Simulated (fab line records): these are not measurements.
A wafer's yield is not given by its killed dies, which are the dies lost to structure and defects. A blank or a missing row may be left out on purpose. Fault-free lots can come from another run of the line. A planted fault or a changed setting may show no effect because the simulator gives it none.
One fault seen from 2 desks	flow gf180mcu	only its own numbers are on each desk; what lay behind them is given at the end

AT THE METROLOGY DESK
What the gauges read, lot by lot, whatever tool the lot ran on: means of the sampled wafers that have a number. If a lot's mean is further than 4 standard deviations from the usual mean, the lot is out of limits and carries the mark OUT (the distance appears in the brackets).
Columns: A = V1_W_RS at GF_V1_RS_MEAS_24, usual 0.325 ohm/sq
lot	first seen here	A
L612	day 18 07:45	0.322
L613	day 18 19:55	0.328
L614	day 18 22:33	0.326
L615	day 19 10:36	0.325
L616	day 19 15:20	0.325
L617	day 20 05:31	0.329
L618	day 20 13:20	0.322
L619	day 20 20:42	0.321
L622	day 22 00:34	0.331
L624	day 22 19:30	0.325
L625	day 23 00:21	0.324
L628	day 24 02:22	0.325
L632	day 25 04:29	0.323
L634	day 25 20:22	0.324
Result from this desk: across the 14 lots, nothing is out of limits.

FOR THE TOOL OWNER'S DESK: rie_metal-01
The tool's own readings at GF_M2_METAL_ETCH_16 (etches the open film in Cl2/BCl3, stops on SiO2, target depth 750.8 nm, time 125.1 s): means of the sampled wafers that have a number, for each lot that ran on this tool. If a lot's mean is further than 4 standard deviations from the usual mean, the lot is out of limits and carries the mark OUT (the distance appears in the brackets).
Columns: A = chamber_pressure_mTorr at GF_M2_METAL_ETCH_16, usual 8.001 mTorr; B = drypump_motor_current_A at GF_M2_METAL_ETCH_16, usual 5.7 A; C = oes_product_au at GF_M2_METAL_ETCH_16, usual 0.990 a.u.; D = rf_fwd_power_W at GF_M2_METAL_ETCH_16, usual 795.5 W; E = throttle_valve_pct at GF_M2_METAL_ETCH_16, usual 28.232 %
lot	first seen here	A	B	C	D	E
L615	day 20 11:37	8.000	5.1	0.980	793.7	28.246
L616	day 20 16:55	8.000	5.1	0.983	793.2	28.245
L622	day 23 00:41	8.004	6.4	0.988	795.0	28.232
L624	day 23 19:17	8.007	6.0	0.906 (-13) OUT	796.1	28.318 (+8.6) OUT
L628	day 25 03:13	7.998	6.0	0.917 (-12) OUT	795.0	28.311 (+7.9) OUT
This desk finds L624, L628 out of limits, L624 being first, at day 23 19:17 (oes_product_au at GF_M2_METAL_ETCH_16). In limits: L615, L616, L622.

ALL TOGETHER
The tool owner's desk had the chance to raise an alarm at day 23 19:17 on L624, L628.
Metrology desk: nothing out of limits seen.
The metrology desk has L624, L628 on record, within its limits.
All the named lots went through GF_M2_METAL_ETCH_16 on rie_metal-01.

WHAT THE SIMULATOR HAD PUT IN
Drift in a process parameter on rie_metal-01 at GF_M2_METAL_ETCH_16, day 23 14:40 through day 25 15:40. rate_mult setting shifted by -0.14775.
Lots struck among those shown: L624, L628.
Delay in hours, fault start to first out-of-limits reading, by desk: the tool owner's desk at 5.
